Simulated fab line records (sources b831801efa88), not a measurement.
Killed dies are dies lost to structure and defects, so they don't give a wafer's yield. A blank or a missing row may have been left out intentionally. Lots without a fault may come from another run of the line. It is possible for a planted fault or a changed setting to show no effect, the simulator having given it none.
fab line records | flow gf180mcu
record lots=12 | wafers=36 | last_day=33
route steps=602 shown V4@481 MIM@510
lots that met no fault: taken from a fault-free run of the same line
start_h: start of the lot's first displayed wafer, in hours after the record's first day | wait_h: how many hours have passed since the lot's step before this one | " unchanged from the row above | L1.1+2: a single row standing in for several wafers | - no value, or no start given | * or withheld: withheld | < > ~ a bound
route shown NAME@n: names a module that has steps shown in the file, with the first one's number in the route | usual: mean/standard deviation taken from wafers without a fault | same: alike in all rows | chamber/n: place in a boat | sites: each site's reading | _std_site: standard deviation across them | _edge_site: inner sites' mean taken away from outer sites' mean | radius_mm: for every site, how far away it sits from the centre of the wafer | mask NAME#n: copy n | behind: the tool/chamber that last shaped the wafer | hold: the reason the lot was held/the length of the hold in hours/how it ended | device: transistor that didn't switch, given as n, p or np | end of line: the route-end tests of the same wafers | where a step has no rows: the recipe by itself | killed: count of dies lost to structure and defects at first sort (not the wafer's yield) | map: a wafer's dies, marking killed ones x, the rest . and places with no die _
set.NAME: the setting that was run; set.NAME@STEP: the one run at that earlier step | model.NAME: the simulator's own value behind a step, which no gauge read
one table for each step of the route and one row for each wafer, over a sample of lots
services: a tool's chamber out of use, with start hour (start_h, from the record's first day; less than 0 if before it), hours out, and reason
## steps
# step GF_V4_BOW_MEAS_05
# recipe mode=bow
# usual V4_BOW=135/9.2
lot.wafer | tool          | chamber | start_h | wait_h | V4_BOW[um]
L290.1    | film_metro-01 | -       | 553.52  | 0.2    | 126
L290.5    | "             | -       | "       | "      | 133
L290.6    | "             | -       | "       | "      | 137
L293.2    | film_metro-04 | -       | 576.32  | 0.2    | 128
L293.4    | "             | -       | "       | "      | 124
L293.6    | "             | -       | "       | "      | 128
L294.1    | film_metro-02 | -       | 593.87  | 0.2    | 139
L294.3    | "             | -       | "       | "      | 142
L294.4    | "             | -       | "       | "      | 138
L295.1    | film_metro-01 | -       | 597.34  | 0.2    | 136
L295.3    | "             | -       | "       | "      | 135
L295.4    | "             | -       | "       | "      | 134
L297.2    | film_metro-02 | -       | 616.66  | 0.2    | 131
L297.3    | "             | -       | "       | "      | 121
L297.5    | "             | -       | "       | "      | 131
L298.1    | film_metro-02 | -       | 617.36  | 0.2    | 132
L298.4    | "             | -       | "       | "      | 125
L298.5    | "             | -       | "       | "      | 123
L300.3    | film_metro-01 | -       | 624.70  | 0.2    | 116
L300.4    | "             | -       | "       | "      | 135
L300.6    | "             | -       | "       | "      | 124
L301.2    | film_metro-04 | -       | 644.45  | 0.2    | 121
L301.4    | "             | -       | "       | "      | 124
L301.6    | "             | -       | "       | "      | 113
L303.4    | film_metro-04 | -       | 658.64  | 0.2    | 142
L303.5    | "             | -       | "       | "      | 139
L303.6    | "             | -       | "       | "      | 129
L302.1    | film_metro-02 | -       | 659.19  | 0.1    | 124
L302.4    | "             | -       | "       | "      | 121
L302.6    | "             | -       | "       | "      | 123
L306.1    | film_metro-02 | -       | 676.06  | 0.2    | 143
L306.4    | "             | -       | "       | "      | 147
L306.6    | "             | -       | "       | "      | 130
L307.1    | film_metro-04 | -       | 682.23  | 0.2    | 126
L307.2    | "             | -       | "       | "      | 142
L307.6    | "             | -       | "       | "      | 127
# step GF_V4_STRIP_18
# recipe chemistry=O2/N2 | power_w=1400 | pressure_mtorr=1500 | platen_temp_c=250 | o2_flow_sccm=3000 | n2_flow_sccm=300 | overash_fraction=0.5
# usual drypump_motor_current_A=6.0/0.54 | heater_power_w=338/37 | oes_product_au=0.587/0.0047 | platen_temp_c=249.99/0.18
lot.wafer | tool            | chamber | start_h | wait_h | drypump_motor_current_A | heater_power_w | oes_product_au | platen_temp_c | rf_hours_counter_h
L290.1    | plasma_asher-03 | 0       | 575.80  | -      | 6.0                     | 289            | 0.586          | 249.96        | 101
L290.5    | "               | 1       | "       | "      | 5.1                     | 367            | 0.590          | 249.61        | -
L290.6    | "               | 0       | "       | "      | 6.0                     | 289            | 0.595          | 250.00        | -
L293.2    | plasma_asher-04 | 1       | 598.05  | -      | 6.5                     | 357            | 0.587          | 250.05        | 84
L293.4    | "               | 1       | "       | "      | 6.6                     | 379            | 0.588          | 250.22        | -
L293.6    | "               | 1       | "       | "      | 6.6                     | 356            | 0.589          | 249.93        | -
L294.1    | plasma_asher-04 | 1       | 615.03  | -      | 6.5                     | 358            | 0.585          | 250.02        | 86
L294.3    | "               | 0       | "       | "      | 6.2                     | 320            | 0.587          | 250.00        | -
L294.4    | "               | 1       | "       | "      | 6.5                     | 371            | 0.588          | 249.89        | -
L295.1    | plasma_asher-03 | 0       | 618.73  | -      | 6.0                     | 286            | 0.582          | 250.02        | 106
L295.3    | "               | 1       | "       | "      | 5.1                     | 374            | 0.585          | 250.05        | -
L295.4    | "               | 0       | "       | "      | 6.0                     | 287            | 0.590          | 249.96        | -
L297.2    | plasma_asher-04 | 1       | 637.48  | -      | 6.6                     | 370            | 0.590          | 249.90        | 89
L297.3    | "               | 1       | "       | "      | 6.5                     | 368            | 0.586          | 250.07        | -
L297.5    | "               | 0       | "       | "      | 6.2                     | 317            | 0.578          | 249.74        | -
L298.1    | plasma_asher-01 | 1       | 638.33  | -      | 5.8                     | 284            | 0.588          | 250.05        | 17
L298.4    | "               | 0       | "       | "      | 6.2                     | 386            | 0.581          | 250.16        | -
L298.5    | "               | 0       | "       | "      | 6.2                     | 387            | 0.588          | 250.13        | -
L300.3    | plasma_asher-04 | 0       | 645.07  | -      | 6.2                     | 324            | 0.581          | 249.89        | -
L300.4    | "               | 1       | "       | "      | 6.5                     | 367            | 0.589          | 250.12        | -
L300.6    | "               | 1       | "       | "      | 6.6                     | 365            | 0.580          | 249.99        | -
L301.2    | plasma_asher-04 | 1       | 664.98  | -      | 6.5                     | 363            | 0.595          | 249.94        | 93
L301.4    | "               | 0       | "       | "      | 6.2                     | 325            | 0.585          | 249.61        | -
L301.6    | "               | 1       | "       | "      | 6.5                     | 365            | 0.587          | 249.90        | -
L303.4    | plasma_asher-03 | 1       | 678.02  | -      | 5.0                     | 371            | 0.589          | 250.10        | -
L303.5    | "               | 0       | "       | "      | 6.0                     | 292            | 0.581          | 249.94        | -
L303.6    | "               | 1       | "       | "      | 5.0                     | 382            | 0.597          | 250.50        | -
L302.1    | plasma_asher-01 | 1       | 678.95  | -      | 5.9                     | 295            | 0.581          | 250.04        | 20
L302.4    | "               | 1       | "       | "      | 5.8                     | 294            | 0.585          | 250.05        | -
L302.6    | "               | 0       | "       | "      | 6.2                     | 385            | 0.585          | 250.19        | -
L306.1    | plasma_asher-03 | 1       | 695.08  | -      | 5.1                     | 361            | 0.590          | 249.60        | 115
L306.4    | "               | 0       | "       | "      | 6.1                     | 287            | 0.588          | 250.07        | -
L306.6    | "               | 1       | "       | "      | 5.1                     | 369            | 0.589          | 249.83        | -
L307.1    | plasma_asher-03 | 1       | 701.58  | -      | 5.0                     | 378            | 0.589          | 250.22        | 116
L307.2    | "               | 0       | "       | "      | 6.0                     | 287            | 0.588          | 249.87        | 116
L307.6    | "               | 1       | "       | "      | 5.1                     | 377            | 0.587          | 250.08        | -
# step GF_MIM_SPUTTER_07
# recipe material=TiN | target_thk_nm=60 | power_w=6500 | time_s=50 | chamber_pressure_pa=0.4
# usual throttle_valve_pct=30.0/1.5
lot.wafer | tool           | chamber | start_h | wait_h | throttle_valve_pct
L290.1    | pvd_sputter-01 | -       | 577.35  | 0.1    | 27.1
L290.5    | "              | -       | "       | "      | 32.6
L290.6    | "              | -       | "       | "      | 30.3
L293.2    | pvd_sputter-03 | -       | 599.59  | 0.0    | 32.4
L293.4    | "              | -       | "       | "      | 30.3
L293.6    | "              | -       | "       | "      | 30.2
L294.1    | pvd_sputter-02 | -       | 616.61  | 0.1    | 31.8
L294.3    | "              | -       | "       | "      | 29.4
L294.4    | "              | -       | "       | "      | 30.9
L295.1    | pvd_sputter-02 | -       | 620.34  | 0.1    | 32.0
L295.3    | "              | -       | "       | "      | 29.5
L295.4    | "              | -       | "       | "      | 30.8
L297.2    | pvd_sputter-03 | -       | 639.09  | 0.0    | 30.4
L297.3    | "              | -       | "       | "      | 29.1
L297.5    | "              | -       | "       | "      | 29.5
L298.1    | pvd_sputter-03 | -       | 639.94  | 0.1    | 29.6
L298.4    | "              | -       | "       | "      | 30.3
L298.5    | "              | -       | "       | "      | 29.2
L300.3    | pvd_sputter-01 | -       | 646.61  | 0.0    | 32.3
L300.4    | "              | -       | "       | "      | 28.0
L300.6    | "              | -       | "       | "      | 27.5
L301.2    | pvd_sputter-02 | -       | 666.76  | 0.0    | 29.3
L301.4    | "              | -       | "       | "      | 28.9
L301.6    | "              | -       | "       | "      | 29.5
L303.4    | pvd_sputter-02 | -       | 679.55  | 0.0    | 30.9
L303.5    | "              | -       | "       | "      | 29.0
L303.6    | "              | -       | "       | "      | 30.8
L302.1    | pvd_sputter-02 | -       | 680.49  | 0.1    | 29.6
L302.4    | "              | -       | "       | "      | 28.8
L302.6    | "              | -       | "       | "      | 28.9
L306.1    | pvd_sputter-02 | -       | 696.62  | 0.1    | 31.9
L306.4    | "              | -       | "       | "      | 31.9
L306.6    | "              | -       | "       | "      | 31.0
L307.1    | pvd_sputter-03 | -       | 703.16  | 0.1    | 30.3
L307.2    | "              | -       | "       | "      | 29.0
L307.6    | "              | -       | "       | "      | 29.0
# step GF_MIM_COAT_14
# recipe resist=NOVOLAK | spin_rpm=3000 | resist_thk_nm=1000
lot.wafer  | tool           | chamber | start_h | wait_h
L290.1+5+6 | litho_track-03 | 0       | 587.71  | 0.1
L293.2+4+6 | litho_track-04 | 0       | 610.37  | 0.1
L294.1+3+4 | litho_track-04 | 0       | 626.85  | 0.1
L295.1+3+4 | litho_track-03 | 0       | 630.86  | 0.1
L297.2+3+5 | litho_track-02 | 0       | 648.62  | 0.1
L298.1+4+5 | litho_track-03 | 0       | 649.36  | 0.1
L300.3+4+6 | litho_track-02 | 0       | 656.75  | 0.1
L301.2+4+6 | litho_track-02 | 0       | 676.17  | 0.1
L303.4+5+6 | litho_track-02 | 0       | 688.97  | 0.1
L302.1+4+6 | litho_track-02 | 0       | 689.50  | 0.1
L306.1+4+6 | litho_track-04 | 0       | 705.95  | 0.1
L307.1+2+6 | litho_track-02 | 0       | 711.75  | 0.1
# step GF_MIM_STRIP_20
# recipe chemistry=O2/N2 | power_w=1400 | pressure_mtorr=1500 | platen_temp_c=250 | o2_flow_sccm=3000 | n2_flow_sccm=300 | overash_fraction=0.5
# usual drypump_motor_current_A=5.7/0.57 | heater_power_w=329/31 | oes_product_au=0.691/0.005 | platen_temp_c=249.99/0.18 | strip_time_to_endpoint_s=11.20/0.038
lot.wafer | tool            | chamber | start_h | wait_h | drypump_motor_current_A | heater_power_w | oes_product_au | platen_temp_c | rf_hours_counter_h | strip_time_to_endpoint_s
L290.1    | plasma_asher-02 | 1       | 598.44  | 0.1    | 5.8                     | 331            | 0.699          | 250.29        | 49                 | 11.19
L290.5    | "               | 1       | "       | "      | 5.9                     | 326            | 0.686          | 250.22        | -                  | 11.14
L290.6    | "               | 0       | "       | "      | 5.0                     | 304            | 0.691          | 249.84        | -                  | 11.23
L293.2    | plasma_asher-02 | 0       | 620.32  | 0.0    | 5.0                     | 304            | 0.700          | 250.05        | 52                 | 11.17
L293.4    | "               | 1       | "       | "      | 5.8                     | 335            | 0.681          | 250.16        | -                  | 11.21
L293.6    | "               | 0       | "       | "      | 5.0                     | 307            | 0.691          | 250.46        | -                  | 11.26
L294.1    | plasma_asher-03 | 0       | 637.59  | 0.1    | 6.1                     | 293            | 0.697          | 249.99        | 109                | 11.22
L294.3    | "               | 1       | "       | "      | 5.1                     | 367            | 0.696          | 249.91        | -                  | 11.26
L294.4    | "               | 0       | "       | "      | 6.0                     | 295            | 0.686          | 249.99        | -                  | 11.22
L295.1    | plasma_asher-02 | 1       | 641.23  | 0.0    | 5.8                     | 324            | 0.681          | 250.05        | 54                 | 11.17
L295.3    | "               | 0       | "       | "      | 5.0                     | 298            | 0.687          | 249.98        | -                  | 11.16
L295.4    | "               | 1       | "       | "      | 5.8                     | 325            | 0.692          | 250.30        | -                  | 11.19
L297.2    | plasma_asher-03 | 1       | 658.67  | 0.0    | 5.1                     | 374            | 0.686          | 250.14        | 111                | 11.19
L297.3    | "               | 0       | "       | "      | 6.1                     | 286            | 0.686          | 249.85        | -                  | 11.25
L297.5    | "               | 0       | "       | "      | 6.0                     | 298            | 0.690          | 250.01        | -                  | 11.22
L298.1    | plasma_asher-03 | 1       | 659.28  | 0.0    | 5.1                     | 373            | 0.693          | 249.86        | 112                | 11.15
L298.4    | "               | 1       | "       | "      | 5.1                     | 379            | 0.690          | 250.29        | -                  | 11.16
L298.5    | "               | 1       | "       | "      | 5.1                     | 389            | 0.685          | 250.14        | -                  | 11.16
L300.3    | plasma_asher-03 | 0       | 665.92  | 0.1    | 6.0                     | 290            | 0.691          | 250.11        | -                  | 11.23
L300.4    | "               | 1       | "       | "      | 5.1                     | 384            | 0.694          | 250.12        | -                  | 11.21
L300.6    | "               | 1       | "       | "      | 5.1                     | 392            | 0.699          | 249.95        | -                  | 11.26
L301.2    | plasma_asher-04 | 1       | 685.73  | 0.0    | 6.5                     | 365            | 0.691          | 249.89        | 95                 | 11.24
L301.4    | "               | 0       | "       | "      | 6.2                     | 316            | 0.692          | 249.57        | -                  | 11.23
L301.6    | "               | 0       | "       | "      | 6.2                     | 323            | 0.685          | 249.91        | -                  | 11.26
L303.4    | plasma_asher-04 | 1       | 698.82  | 0.1    | 6.5                     | 365            | 0.694          | 250.01        | -                  | 11.15
L303.5    | "               | 0       | "       | "      | 6.3                     | 317            | 0.690          | 249.81        | -                  | 11.20
L303.6    | "               | 1       | "       | "      | 6.5                     | 365            | 0.693          | 250.12        | -                  | 11.16
L302.1    | plasma_asher-04 | 1       | 699.68  | 0.0    | 6.5                     | 368            | 0.709          | 249.89        | 96                 | 12.16
L302.4    | "               | 1       | "       | "      | 6.5                     | 363            | 0.713          | 250.00        | -                  | 12.08
L302.6    | "               | 0       | "       | "      | 6.2                     | 313            | 0.709          | 249.95        | -                  | 12.09
L306.1    | plasma_asher-02 | 1       | 714.92  | 0.0    | 5.8                     | 332            | 0.685          | 249.89        | 62                 | 11.19
L306.4    | "               | 0       | "       | "      | 5.0                     | 301            | 0.699          | 250.06        | -                  | 11.21
L306.6    | "               | 1       | "       | "      | 5.8                     | 326            | 0.686          | 250.36        | -                  | 11.16
L307.1    | plasma_asher-02 | 0       | 720.67  | 0.0    | 5.0                     | 309            | 0.717          | 250.16        | 63                 | 12.09
L307.2    | "               | 1       | "       | "      | 5.8                     | 335            | 0.708          | 250.06        | 63                 | 12.11
L307.6    | "               | 0       | "       | "      | 5.0                     | 308            | 0.717          | 249.79        | -                  | 12.15
## services
tool            | chamber | start_h | hours | kind
litho_track-04  | -       | 557.04  | -     | consumable_replace:filter
pvd_sputter-02  | -       | 557.69  | 23.7  | repair
pvd_sputter-02  | -       | 566.37  | 4.5   | repair
plasma_asher-01 | -       | 591.30  | 41.8  | repair
pvd_sputter-02  | 3       | 591.67  | -     | consumable_replace:kit
pvd_sputter-02  | 3       | 591.67  | 18.0  | scheduled_down
pvd_sputter-02  | 3       | 591.67  | 18.0  | vent_cycle
pvd_sputter-01  | -       | 606.07  | 0.5   | repair
plasma_asher-02 | -       | 610.07  | 1.0   | repair
pvd_sputter-03  | -       | 630.62  | 3.0   | repair
plasma_asher-01 | -       | 641.17  | 14.4  | repair
pvd_sputter-03  | -       | 642.31  | 2.1   | repair
pvd_sputter-01  | 3       | 665.60  | -     | consumable_replace:kit
pvd_sputter-01  | 3       | 665.60  | 18.0  | scheduled_down
pvd_sputter-01  | 3       | 665.60  | 18.0  | vent_cycle
plasma_asher-04 | -       | 675.67  | 2.8   | pm
plasma_asher-03 | -       | 684.89  | 2.4   | repair
pvd_sputter-02  | 2       | 688.07  | -     | consumable_replace:kit
pvd_sputter-02  | 2       | 688.07  | 18.0  | scheduled_down
pvd_sputter-02  | 2       | 688.07  | 18.0  | vent_cycle
pvd_sputter-03  | 3       | 691.38  | -     | consumable_replace:kit
pvd_sputter-03  | 3       | 691.38  | 18.0  | scheduled_down
pvd_sputter-03  | 3       | 691.38  | 18.0  | vent_cycle
litho_track-02  | -       | 714.44  | -     | consumable_replace:filter
## key
first_sign step=GF_MIM_STRIP_20 | reading=strip_time_to_endpoint_s | direction=up | sigmas=24 | usual=* | struck=*
effect step=GF_MIM_STRIP_20 | reading=oes_product_au | direction=up | sigmas=4.3 | usual=0.691 | struck=0.712
met_at GF_MIM_COAT_14
struck_lots L302,L307
not_acting_at GF_V4_BOW_MEAS_05,GF_V4_STRIP_18,GF_MIM_SPUTTER_07
onset_between 688.97 689.50
fault kind=process_parameter_drift | tool=litho_track-02 | chamber=- | onset_h=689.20 | steps=GF_MIM_COAT_14 | channel=resist_thk_nm | offset=* | shape=step | end_h=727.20 | acts_in=* | stated=*
